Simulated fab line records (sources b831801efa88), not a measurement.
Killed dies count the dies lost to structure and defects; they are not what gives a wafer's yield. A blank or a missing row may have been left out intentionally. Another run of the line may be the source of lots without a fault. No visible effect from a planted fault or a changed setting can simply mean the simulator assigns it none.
fab line records	flow gf180mcu
record: lots: 24	wafers: 72	last-day: 34
route steps=602 shown POLY_GATE@169 M2@379 V2@399 V3@446 V4@479 MIM@504
lots that met no fault: taken from a fault-free run of the same line
start-h: the number of hours between the record's first day and the start of the first shown wafer of the lot	wait-h: hours elapsed since this lot's preceding step	" the same as in the row above	L1.1+2: a single row standing in for several wafers	- no value, or no start given	* or withheld: withheld	< > ~ a bound
route shown NAME@n: a module of which the file shows steps, and the number in the route of the first	usual: average and standard deviation across the fault-free wafers	same: alike in all rows	chamber/n: place in a boat	sites: each site's reading	_std_site: how widely they spread, as a standard deviation	_edge_site: inner sites' mean taken away from outer sites' mean	radius-mm: how far each site lies from the wafer's centre	mask NAME#n: copy n	behind: the most recent tool/chamber to have shaped the wafer	hold: why the lot went on hold/how many hours it stayed there/how the hold came to an end	device: names the non-switching transistor (n, p or np)	end of line: at the end of the route, the tests of the same wafers	a step with no rows: only its recipe	killed: count of dies lost to structure and defects at first sort (not the wafer's yield)	map: per-die view of a wafer (x killed, . not killed, _ where there is no die)
set.NAME: the run value of the setting; set.NAME@STEP: its run value at that earlier step	model.NAME: the simulator's own value behind a step, which no gauge read
a sample of lots followed through the steps of the route, with each step as a table and each wafer as a row
services: when a tool's chamber went out of use (start-h, in hours from the record's first day, below 0 if earlier), for how many hours, and the reason
== steps ==
step: GF_POLY_GATE_ETCH_12
recipe: chemistry: N2/H2	target-depth-a: withheld	overetch-a: withheld	time-s: withheld	target: BARC	ion-energy-ev: 200	source-w: 500	bias-w: 100	pressure-mtorr: 30	n2-flow-sccm: 100	h2-flow-sccm: 200
usual: drypump-motor-current-A: 5.5/0.39	oes-product-au: 0.736/0.0053	throttle-valve-pct: 13.215/0.0092
lot.wafer	tool	chamber	start-h	wait-h	drypump-motor-current-A	oes-product-au	throttle-valve-pct
L074.3	rie-diel-01	3	201.36	0.0	5.2	0.729	13.200
L074.5	"	3	"	"	5.2	0.731	13.225
L074.6	"	1	"	"	5.0	0.734	13.225
L075.1	rie-diel-02	3	210.99	0.0	5.3	0.742	13.216
L075.2	"	0	"	"	4.9	0.731	13.205
L075.3	"	0	"	"	4.9	0.733	13.207
L076.1	rie-diel-04	0	218.11	0.0	5.9	0.742	13.206
L076.2	"	2	"	"	5.1	0.735	13.238
L076.3	"	3	"	"	5.3	0.742	13.219
L077.1	rie-diel-01	3	227.64	0.0	5.2	0.735	13.215
L077.5	"	2	"	"	5.7	0.731	13.210
L077.6	"	1	"	"	4.9	0.740	13.219
L078.1	rie-diel-04	3	228.29	0.0	5.3	0.749	13.217
L078.2	"	0	"	"	5.9	0.733	13.222
L078.4	"	1	"	"	5.8	0.735	13.222
L079.1	rie-diel-01	3	236.72	0.0	5.2	0.744	13.222
L079.4	"	1	"	"	5.0	0.729	13.224
L079.6	"	0	"	"	6.0	0.735	13.216
L080.3	rie-diel-02	2	247.34	0.0	5.6	0.742	13.208
L080.5	"	3	"	"	5.3	0.747	13.213
L080.6	"	2	"	"	5.6	0.735	13.227
L082.1	rie-diel-01	3	253.84	0.0	5.2	0.729	13.233
L082.5	"	0	"	"	6.0	0.743	13.209
L082.6	"	3	"	"	5.2	0.744	13.215
L081.1	rie-diel-02	3	253.96	0.0	5.3	0.745	13.224
L081.2	"	1	"	"	5.9	0.741	13.226
L081.6	"	3	"	"	5.3	0.736	13.224
L084.1	rie-diel-02	1	265.81	0.0	6.0	0.740	13.198
L084.2	"	0	"	"	4.9	0.733	13.233
L084.4	"	2	"	"	5.5	0.741	13.220
L083.3	rie-diel-04	2	266.04	0.0	5.2	0.733	13.223
L083.4	"	0	"	"	5.9	0.737	13.215
L083.5	"	1	"	"	5.8	0.727	13.209
L085.2	rie-diel-02	1	273.24	0.0	6.0	0.737	13.214
L085.3	"	2	"	"	5.5	0.733	13.219
L085.5	"	0	"	"	4.9	0.739	13.225
L086.1	rie-diel-02	3	282.24	0.0	5.3	0.740	13.216
L086.2	"	0	"	"	4.9	0.726	13.204
L086.4	"	2	"	"	5.5	0.736	13.213
L087.4	rie-diel-04	1	286.14	0.0	5.8	0.729	13.180
L087.5	"	3	"	"	5.3	0.732	13.211
L087.6	"	2	"	"	5.2	0.733	13.227
L088.1	rie-diel-01	2	295.04	0.0	5.7	0.736	13.211
L088.3	"	1	"	"	4.9	0.722	13.224
L088.5	"	1	"	"	4.9	0.735	13.226
L089.2	rie-diel-04	0	304.49	0.0	5.9	0.732	13.199
L089.5	"	0	"	"	5.9	0.732	13.201
L089.6	"	3	"	"	5.3	0.732	13.222
L090.4	rie-diel-01	1	314.91	0.0	4.9	0.739	13.225
L090.5	"	2	"	"	5.7	0.732	13.227
L090.6	"	3	"	"	5.2	0.731	13.206
L091.1	rie-diel-02	1	321.24	0.0	5.9	0.731	13.212
L091.4	"	1	"	"	5.9	0.731	13.210
L091.5	"	3	"	"	5.3	0.734	13.230
L092.2	rie-diel-04	2	321.49	0.0	5.1	0.730	13.217
L092.4	"	1	"	"	5.8	0.732	13.213
L092.5	"	1	"	"	5.8	0.736	13.221
L093.4	rie-diel-02	2	332.59	0.0	5.5	0.736	13.218
L093.5	"	3	"	"	5.3	0.732	13.213
L093.6	"	2	"	"	5.6	0.725	13.213
L094.1	rie-diel-01	2	340.89	0.0	5.6	0.743	13.221
L094.5	"	1	"	"	4.9	0.733	13.224
L094.6	"	2	"	"	5.7	0.741	13.221
L095.3	rie-diel-01	2	343.19	0.0	5.7	0.730	13.217
L095.5	"	0	"	"	6.1	0.733	13.212
L095.6	"	3	"	"	5.2	0.735	13.212
L096.1	rie-diel-04	0	349.24	0.0	5.9	0.741	13.201
L096.3	"	3	"	"	5.3	0.734	13.210
L096.5	"	3	"	"	5.3	0.736	13.203
L097.4	rie-diel-04	1	352.34	0.0	5.8	0.739	13.218
L097.5	"	1	"	"	5.8	0.719	13.214
L097.6	"	2	"	"	5.1	0.737	13.202
step: GF_M2_STRIP_17
recipe: chemistry: O2/N2	power-w: 1400	pressure-mtorr: 1500	platen-temp-c: 250	o2-flow-sccm: 3000	n2-flow-sccm: 300	overash-fraction: 0.5
usual: drypump-motor-current-A: 5.64/0.28	heater-power-w: 351/34	oes-product-au: 0.538/0.0054	strip-time-to-endpoint-s: 7.41/0.068
lot.wafer	tool	chamber	start-h	wait-h	drypump-motor-current-A	heater-power-w	oes-product-au	rf-hours-counter-h	strip-time-to-endpoint-s
L074.3	plasma-asher-01	1	443.63	0.2	5.39	322	0.540	-	7.33
L074.5	"	1	"	"	5.39	330	0.533	-	7.32
L074.6	"	0	"	"	5.78	369	0.537	-	7.34
L075.1	plasma-asher-01	0	457.58	0.1	5.82	373	0.531	85	7.42
L075.2	"	1	"	"	5.41	331	0.537	85	7.38
L075.3	"	1	"	"	5.39	327	0.537	-	7.39
L076.1	plasma-asher-01	0	469.90	0.3	5.77	355	0.533	87	7.34
L076.2	"	1	"	"	5.40	329	0.546	87	7.30
L076.3	"	1	"	"	5.39	331	0.533	-	7.34
L077.1	plasma-asher-01	1	482.84	0.2	5.39	332	0.538	89	7.51
L077.5	"	1	"	"	5.38	334	0.547	-	7.50
L077.6	"	0	"	"	5.80	365	0.545	-	7.47
L078.1	plasma-asher-01	0	484.38	0.1	5.77	357	0.551	89	7.53
L078.2	"	1	"	"	5.40	329	0.534	89	7.42
L078.4	"	0	"	"	5.77	364	0.534	-	7.42
L079.1	plasma-asher-01	1	488.99	0.2	5.40	321	0.543	89	7.47
L079.4	"	0	"	"	5.78	367	0.535	-	7.48
L079.6	"	0	"	"	5.78	365	0.530	-	7.51
L080.3	plasma-asher-04	1	499.67	0.1	5.43	294	0.539	-	7.46
L080.5	"	1	"	"	5.42	296	0.541	-	7.34
L080.6	"	0	"	"	5.74	373	0.538	-	7.47
L082.1	plasma-asher-03	0	510.66	0.1	6.43	396	0.536	5	7.41
L082.5	"	0	"	"	6.43	385	0.541	-	7.37
L082.6	"	1	"	"	5.53	403	0.534	-	7.44
L081.1	plasma-asher-04	1	511.31	0.1	5.40	299	0.543	72	7.45
L081.2	"	0	"	"	5.72	377	0.526	72	7.33
L081.6	"	1	"	"	5.39	300	0.539	-	7.35
L084.1	plasma-asher-04	1	530.27	0.2	5.40	298	0.528	74	7.30
L084.2	"	0	"	"	5.70	361	0.540	74	7.25
L084.4	"	0	"	"	5.70	365	0.538	-	7.28
L083.3	plasma-asher-04	1	530.42	0.1	5.39	299	0.547	-	7.44
L083.4	"	0	"	"	5.69	368	0.544	-	7.47
L083.5	"	1	"	"	5.42	303	0.541	-	7.41
L085.2	plasma-asher-04	1	539.76	0.1	5.38	301	0.541	75	7.48
L085.3	"	1	"	"	5.43	304	0.535	-	7.43
L085.5	"	1	"	"	5.39	301	0.536	-	7.41
L086.1	plasma-asher-01	1	549.61	0.1	5.39	331	0.538	96	7.49
L086.2	"	0	"	"	5.79	367	0.541	96	7.36
L086.4	"	1	"	"	5.38	325	0.547	-	7.46
L087.4	plasma-asher-03	0	552.47	0.1	6.42	389	0.534	-	7.36
L087.5	"	1	"	"	5.57	397	0.531	-	7.35
L087.6	"	0	"	"	6.40	390	0.538	-	7.42
L088.1	plasma-asher-04	1	560.11	0.1	5.42	301	0.535	77	7.35
L088.3	"	0	"	"	5.72	379	0.540	-	7.33
L088.5	"	0	"	"	5.71	372	0.531	-	7.34
L089.2	plasma-asher-03	1	569.71	0.1	5.56	403	0.542	11	7.41
L089.5	"	0	"	"	6.41	395	0.533	-	7.40
L089.6	"	1	"	"	5.58	411	0.545	-	7.49
L090.4	plasma-asher-01	0	580.87	0.1	5.80	365	0.542	-	7.35
L090.5	"	0	"	"	5.79	368	0.529	-	7.34
L090.6	"	1	"	"	5.39	334	0.546	-	7.50
L091.1	plasma-asher-04	1	586.08	0.1	5.42	301	0.537	79	7.38
L091.4	"	1	"	"	5.42	305	0.539	-	7.41
L091.5	"	0	"	"	5.67	371	0.538	-	7.46
L092.2	plasma-asher-01	0	587.91	0.1	5.79	367	0.536	100	7.38
L092.4	"	1	"	"	5.40	337	0.546	-	7.48
L092.5	"	0	"	"	5.80	365	0.537	-	7.31
L093.4	plasma-asher-01	1	599.64	0.1	5.40	327	0.528	-	7.34
L093.5	"	0	"	"	5.80	365	0.531	-	7.35
L093.6	"	1	"	"	5.40	325	0.538	-	7.45
L094.1	plasma-asher-04	0	606.93	0.1	5.71	373	0.537	81	7.33
L094.5	"	0	"	"	5.67	371	0.537	-	7.56
L094.6	"	1	"	"	5.39	301	0.543	-	7.37
L095.3	plasma-asher-04	1	608.22	0.1	5.40	302	0.537	-	7.39
L095.5	"	0	"	"	5.65	376	0.536	-	7.36
L095.6	"	1	"	"	5.43	300	0.537	-	7.38
L096.1	plasma-asher-04	1	611.86	0.1	5.40	294	0.546	82	7.50
L096.3	"	0	"	"	5.69	378	0.532	-	7.48
L096.5	"	0	"	"	5.67	373	0.549	-	7.49
L097.4	plasma-asher-03	1	613.02	0.1	5.58	389	0.546	-	7.49
L097.5	"	1	"	"	5.57	401	0.529	-	7.38
L097.6	"	0	"	"	6.41	386	0.536	-	7.50
step: GF_V2_ETCH_17
recipe: chemistry: C4F8/O2/Ar	mask-material: KrF	target: SiO2	stop-on: TiN	source-w: 1500	bias-w: 1200	pressure-mtorr: 40	c4f8-flow-sccm: withheld	O2_flow_sccm: 6	Ar_flow_sccm: 300	time-s: withheld	target-depth-a: 6300
usual: oes-product-au: 0.856/0.0051
lot.wafer	tool	chamber	start-h	wait-h	oes-product-au
L074.3	rie-diel-03	0	-	-	0.853
L074.5	"	1	"	"	0.850
L074.6	"	0	"	"	0.860
L075.1	rie-diel-03	0	-	-	0.856
L075.2	"	1	"	"	0.843
L075.3	"	2	"	"	0.862
L076.1	rie-diel-03	3	-	-	0.852
L076.2	"	1	"	"	0.862
L076.3	"	2	"	"	0.852
L077.1	rie-diel-04	0	-	-	0.850
L077.5	"	1	"	"	0.853
L077.6	"	0	"	"	0.846
L078.1	rie-diel-03	3	-	-	0.854
L078.2	"	1	"	"	0.860
L078.4	"	2	"	"	0.866
L079.1	rie-diel-01	1	-	-	0.854
L079.4	"	0	"	"	0.851
L079.6	"	3	"	"	0.863
L080.3	rie-diel-04	0	-	-	0.855
L080.5	"	2	"	"	0.854
L080.6	"	3	"	"	0.854
L082.1	rie-diel-03	0	-	-	0.862
L082.5	"	0	"	"	0.858
L082.6	"	3	"	"	0.862
L081.1	rie-diel-04	3	-	-	0.851
L081.2	"	1	"	"	0.860
L081.6	"	3	"	"	0.863
L084.1	rie-diel-03	0	-	-	0.854
L084.2	"	2	"	"	0.857
L084.4	"	1	"	"	0.857
L083.3	rie-diel-01	2	-	-	0.846
L083.4	"	0	"	"	0.850
L083.5	"	1	"	"	0.850
L085.2	rie-diel-04	0	-	-	0.854
L085.3	"	3	"	"	0.855
L085.5	"	1	"	"	0.857
L086.1	rie-diel-04	2	-	-	0.858
L086.2	"	1	"	"	0.852
L086.4	"	3	"	"	0.854
L087.4	rie-diel-03	2	-	-	0.849
L087.5	"	2	"	"	0.852
L087.6	"	1	"	"	0.850
L088.1	rie-diel-04	2	-	-	0.861
L088.3	"	1	"	"	0.846
L088.5	"	1	"	"	0.859
L089.2	rie-diel-01	0	-	-	0.860
L089.5	"	2	"	"	0.860
L089.6	"	3	"	"	0.857
L090.4	rie-diel-01	0	-	-	0.859
L090.5	"	3	"	"	0.853
L090.6	"	0	"	"	0.854
L091.1	rie-diel-01	1	-	-	0.862
L091.4	"	3	"	"	0.857
L091.5	"	3	"	"	0.851
L092.2	rie-diel-03	2	-	-	0.851
L092.4	"	1	"	"	0.859
L092.5	"	1	"	"	0.863
L093.4	rie-diel-04	3	-	-	0.862
L093.5	"	3	"	"	0.857
L093.6	"	0	"	"	0.853
L094.1	rie-diel-04	0	-	-	0.853
L094.5	"	2	"	"	0.857
L094.6	"	3	"	"	0.857
L095.3	rie-diel-03	0	-	-	0.868
L095.5	"	2	"	"	0.858
L095.6	"	1	"	"	0.860
L096.1	rie-diel-04	1	-	-	0.861
L096.3	"	0	"	"	0.860
L096.5	"	3	"	"	0.849
L097.4	rie-diel-01	1	-	-	0.862
L097.5	"	1	"	"	0.852
L097.6	"	0	"	"	0.863
step: GF_V3_ETCH_17
recipe: chemistry: C4F8/O2/Ar	mask-material: KrF	target: SiO2	stop-on: TiN	source-w: 1500	bias-w: 1200	pressure-mtorr: 40	c4f8-flow-sccm: withheld	O2_flow_sccm: 6	Ar_flow_sccm: 300	time-s: withheld	target-depth-a: 6350
usual: oes-product-au: 0.856/0.0051
lot.wafer	tool	chamber	start-h	wait-h	oes-product-au
L074.3	rie-diel-02	1	-	-	0.855
L074.5	"	3	"	"	0.861
L074.6	"	0	"	"	0.855
L075.1	rie-diel-02	1	-	-	0.859
L075.2	"	3	"	"	0.859
L075.3	"	0	"	"	0.851
L076.1	rie-diel-02	1	-	-	0.852
L076.2	"	3	"	"	0.854
L076.3	"	0	"	"	0.859
L077.1	rie-diel-04	2	-	-	0.858
L077.5	"	3	"	"	0.853
L077.6	"	0	"	"	0.850
L078.1	rie-diel-02	1	-	-	0.861
L078.2	"	2	"	"	0.871
L078.4	"	3	"	"	0.853
L079.1	rie-diel-03	0	-	-	0.858
L079.4	"	1	"	"	0.857
L079.6	"	2	"	"	0.857
L080.3	rie-diel-03	2	-	-	0.857
L080.5	"	0	"	"	0.851
L080.6	"	1	"	"	0.856
L082.1	rie-diel-04	3	-	-	0.846
L082.5	"	1	"	"	0.863
L082.6	"	2	"	"	0.854
L081.1	rie-diel-03	2	-	-	0.856
L081.2	"	0	"	"	0.860
L081.6	"	1	"	"	0.855
L084.1	rie-diel-04	1	-	-	0.864
L084.2	"	0	"	"	0.859
L084.4	"	1	"	"	0.864
L083.3	rie-diel-02	0	-	-	0.858
L083.4	"	3	"	"	0.858
L083.5	"	2	"	"	0.859
L085.2	rie-diel-02	2	-	-	0.859
L085.3	"	0	"	"	0.855
L085.5	"	0	"	"	0.865
L086.1	rie-diel-02	1	-	-	0.852
L086.2	"	0	"	"	0.862
L086.4	"	3	"	"	0.852
L087.4	rie-diel-03	1	-	-	0.851
L087.5	"	0	"	"	0.862
L087.6	"	3	"	"	0.859
L088.1	rie-diel-03	1	-	-	0.859
L088.3	"	2	"	"	0.844
L088.5	"	0	"	"	0.865
L089.2	rie-diel-04	2	-	-	0.852
L089.5	"	2	"	"	0.854
L089.6	"	3	"	"	0.847
L090.4	rie-diel-03	1	-	-	0.853
L090.5	"	2	"	"	0.859
L090.6	"	3	"	"	0.859
L091.1	rie-diel-02	3	-	-	0.857
L091.4	"	0	"	"	0.858
L091.5	"	1	"	"	0.862
L092.2	rie-diel-03	2	-	-	0.858
L092.4	"	1	"	"	0.855
L092.5	"	0	"	"	0.851
L093.4	rie-diel-02	3	-	-	0.847
L093.5	"	2	"	"	0.853
L093.6	"	3	"	"	0.866
L094.1	rie-diel-02	2	-	-	0.851
L094.5	"	1	"	"	0.852
L094.6	"	2	"	"	0.852
L095.3	rie-diel-03	3	-	-	0.851
L095.5	"	0	"	"	0.857
L095.6	"	3	"	"	0.860
L096.1	rie-diel-02	3	-	-	0.854
L096.3	"	0	"	"	0.862
L096.5	"	0	"	"	0.851
L097.4	rie-diel-03	1	-	-	0.853
L097.5	"	3	"	"	0.862
L097.6	"	1	"	"	0.858
step: GF_V4_THK_MEAS_03
recipe: reads: SiO2_of_V4_CVD_02
usual: V4_CVD_02_THK: 851/10
lot.wafer	tool	chamber	start-h	wait-h	V4_CVD_02_THK[nm]
L074.3	film-metro-04	-	544.45	0.1	838
L074.5	"	-	"	"	858
L074.6	"	-	"	"	865
L075.1	film-metro-02	-	556.38	0.0	855
L075.2	"	-	"	"	863
L075.3	"	-	"	"	858
L076.1	film-metro-01	-	568.78	0.1	844
L076.2	"	-	"	"	847
L076.3	"	-	"	"	867
L077.1	film-metro-04	-	580.67	0.0	856
L077.5	"	-	"	"	865
L077.6	"	-	"	"	861
L078.1	film-metro-04	-	582.23	0.1	828
L078.2	"	-	"	"	843
L078.4	"	-	"	"	856
L079.1	film-metro-04	-	586.33	0.1	848
L079.4	"	-	"	"	863
L079.6	"	-	"	"	856
L080.3	film-metro-02	-	595.14	0.1	829
L080.5	"	-	"	"	858
L080.6	"	-	"	"	852
L082.1	film-metro-02	-	605.91	0.0	863
L082.5	"	-	"	"	860
L082.6	"	-	"	"	873
L081.1	film-metro-04	-	606.05	0.0	843
L081.2	"	-	"	"	840
L081.6	"	-	"	"	870
L084.1	film-metro-01	-	623.16	0.0	865
L084.2	"	-	"	"	855
L084.4	"	-	"	"	870
L083.3	film-metro-02	-	625.39	0.1	842
L083.4	"	-	"	"	863
L083.5	"	-	"	"	861
L085.2	film-metro-01	-	631.11	0.0	846
L085.3	"	-	"	"	843
L085.5	"	-	"	"	861
L086.1	film-metro-02	-	641.35	0.0	845
L086.2	"	-	"	"	851
L086.4	"	-	"	"	850
L087.4	film-metro-02	-	643.18	0.0	859
L087.5	"	-	"	"	852
L087.6	"	-	"	"	860
L088.1	film-metro-02	-	650.55	0.0	842
L088.3	"	-	"	"	850
L088.5	"	-	"	"	857
L089.2	film-metro-04	-	658.18	0.0	842
L089.5	"	-	"	"	867
L089.6	"	-	"	"	851
L090.4	film-metro-02	-	669.22	0.0	862
L090.5	"	-	"	"	865
L090.6	"	-	"	"	860
L091.1	film-metro-02	-	674.45	0.0	840
L091.4	"	-	"	"	866
L091.5	"	-	"	"	850
L092.2	film-metro-02	-	675.68	0.0	841
L092.4	"	-	"	"	856
L092.5	"	-	"	"	869
L093.4	film-metro-04	-	685.80	0.0	855
L093.5	"	-	"	"	848
L093.6	"	-	"	"	842
L094.1	film-metro-02	-	693.70	0.0	833
L094.5	"	-	"	"	851
L094.6	"	-	"	"	844
L095.3	film-metro-04	-	693.74	0.1	845
L095.5	"	-	"	"	848
L095.6	"	-	"	"	845
L096.1	film-metro-02	-	696.80	0.0	846
L096.3	"	-	"	"	841
L096.5	"	-	"	"	852
L097.4	film-metro-01	-	698.03	0.0	850
L097.5	"	-	"	"	851
L097.6	"	-	"	"	861
step: GF_MIM_SPUTTER_01
recipe: material: TiN	target-thk-nm: 30	power-w: 6500	time-s: 25	chamber-pressure-pa: 0.4
usual: cathode-dc-power-W: 6499.8/1.2	throttle-valve-pct: 30.4/1.1
lot.wafer	tool	chamber	start-h	wait-h	cathode-dc-power-W	throttle-valve-pct
L074.3	pvd-sputter-02	-	568.39	0.1	6500.7	30.8
L074.5	"	-	"	"	6498.6	31.5
L074.6	"	-	"	"	6500.5	30.8
L075.1	pvd-sputter-01	-	580.25	0.1	6499.9	30.5
L075.2	"	-	"	"	6502.2	29.8
L075.3	"	-	"	"	6499.8	31.6
L076.1	pvd-sputter-04	-	591.72	0.1	6502.3	28.9
L076.2	"	-	"	"	6498.8	28.5
L076.3	"	-	"	"	6499.5	30.1
L077.1	pvd-sputter-02	-	603.45	0.1	6499.0	30.5
L077.5	"	-	"	"	6500.5	30.9
L077.6	"	-	"	"	6503.7	31.5
L078.1	pvd-sputter-01	-	605.44	0.1	6499.9	31.5
L078.2	"	-	"	"	6499.7	29.7
L078.4	"	-	"	"	6500.5	29.1
L079.1	pvd-sputter-01	-	609.78	0.1	6499.5	30.3
L079.4	"	-	"	"	6500.1	29.2
L079.6	"	-	"	"	6498.1	31.2
L080.3	pvd-sputter-01	-	617.88	0.1	6498.8	31.5
L080.5	"	-	"	"	6500.0	29.0
L080.6	"	-	"	"	6500.9	30.5
L082.1	pvd-sputter-04	-	628.14	0.1	6501.2	28.1
L082.5	"	-	"	"	6499.6	28.6
L082.6	"	-	"	"	6500.1	28.0
L081.1	pvd-sputter-01	-	628.49	0.1	6498.0	31.6
L081.2	"	-	"	"	6499.6	29.9
L081.6	"	-	"	"	6499.6	30.5
L084.1	pvd-sputter-04	-	644.92	0.1	6498.0	28.9
L084.2	"	-	"	"	6497.3	28.3
L084.4	"	-	"	"	6500.5	28.8
L083.3	pvd-sputter-02	-	647.59	0.1	6499.4	30.6
L083.4	"	-	"	"	6498.2	31.4
L083.5	"	-	"	"	6499.7	30.9
L085.2	pvd-sputter-01	-	653.15	0.1	6498.9	28.8
L085.3	"	-	"	"	6499.4	31.4
L085.5	"	-	"	"	6501.1	31.5
L086.1	pvd-sputter-04	-	663.14	0.1	6501.3	28.9
L086.2	"	-	"	"	6499.8	29.7
L086.4	"	-	"	"	6498.4	28.3
L087.4	pvd-sputter-01	-	665.23	0.1	6501.1	30.6
L087.5	"	-	"	"	6498.1	30.0
L087.6	"	-	"	"	6499.0	31.7
L088.1	pvd-sputter-01	-	671.83	0.1	6498.9	31.3
L088.3	"	-	"	"	6499.5	29.2
L088.5	"	-	"	"	6500.5	29.0
L089.2	pvd-sputter-02	-	679.32	0.1	6497.6	32.1
L089.5	"	-	"	"	6498.2	30.9
L089.6	"	-	"	"	6500.9	31.7
L090.4	pvd-sputter-01	-	689.97	0.1	6499.5	29.7
L090.5	"	-	"	"	6499.0	30.5
L090.6	"	-	"	"	6499.5	29.4
L091.1	pvd-sputter-01	-	695.92	0.1	6499.1	29.8
L091.4	"	-	"	"	6502.1	29.0
L091.5	"	-	"	"	6500.3	28.9
L092.2	pvd-sputter-02	-	696.98	0.1	6498.5	31.6
L092.4	"	-	"	"	6499.8	31.0
L092.5	"	-	"	"	6498.7	30.9
L093.4	pvd-sputter-02	-	706.93	0.0	6501.7	30.7
L093.5	"	-	"	"	6500.8	30.7
L093.6	"	-	"	"	6498.4	32.3
L095.3	pvd-sputter-01	-	714.25	0.1	6499.4	29.2
L095.5	"	-	"	"	6500.5	29.9
L095.6	"	-	"	"	6499.6	31.3
L094.1	pvd-sputter-02	-	714.67	0.1	6501.6	32.6
L094.5	"	-	"	"	6497.9	30.7
L094.6	"	-	"	"	6499.6	32.8
L096.1	pvd-sputter-02	-	717.24	0.1	6502.3	32.3
L096.3	"	-	"	"	6498.4	30.9
L096.5	"	-	"	"	6502.0	30.7
L097.4	pvd-sputter-02	-	718.77	0.1	6499.4	30.7
L097.5	"	-	"	"	6498.8	31.4
L097.6	"	-	"	"	6499.3	30.5
== services ==
tool	chamber	start-h	hours	kind
rie-diel-02	2	183.56	4.1	repair
rie-diel-02	0	184.21	4.3	repair
rie-diel-02	2	189.73	2.8	repair
rie-diel-03	2	198.09	15.2	repair
rie-diel-02	2	208.29	5.9	repair
rie-diel-02	1	210.29	7.2	repair
rie-diel-03	1	212.61	2.3	repair
rie-diel-03	3	245.42	7.5	repair
rie-diel-02	2	320.48	1.2	repair
rie-diel-04	0	339.03	7.4	repair
rie-diel-03	3	340.36	35.3	repair
rie-diel-02	1	366.42	7.7	repair
rie-diel-03	1	372.14	9.9	repair
rie-diel-02	0	459.55	19.9	repair
rie-diel-03	-	501.92	0.6	repair
rie-diel-04	-	503.42	2.8	pm
rie-diel-04	1	522.06	4.9	repair
rie-diel-03	0	525.50	6.2	repair
rie-diel-04	2	599.67	4.3	repair
rie-diel-03	-	611.68	1.2	repair
rie-diel-04	0	677.95	3.0	repair
rie-diel-02	0	680.29	1.5	repair
rie-diel-04	-	683.45	2.1	repair
rie-diel-02	-	691.45	0.1	repair
== key ==
fault none
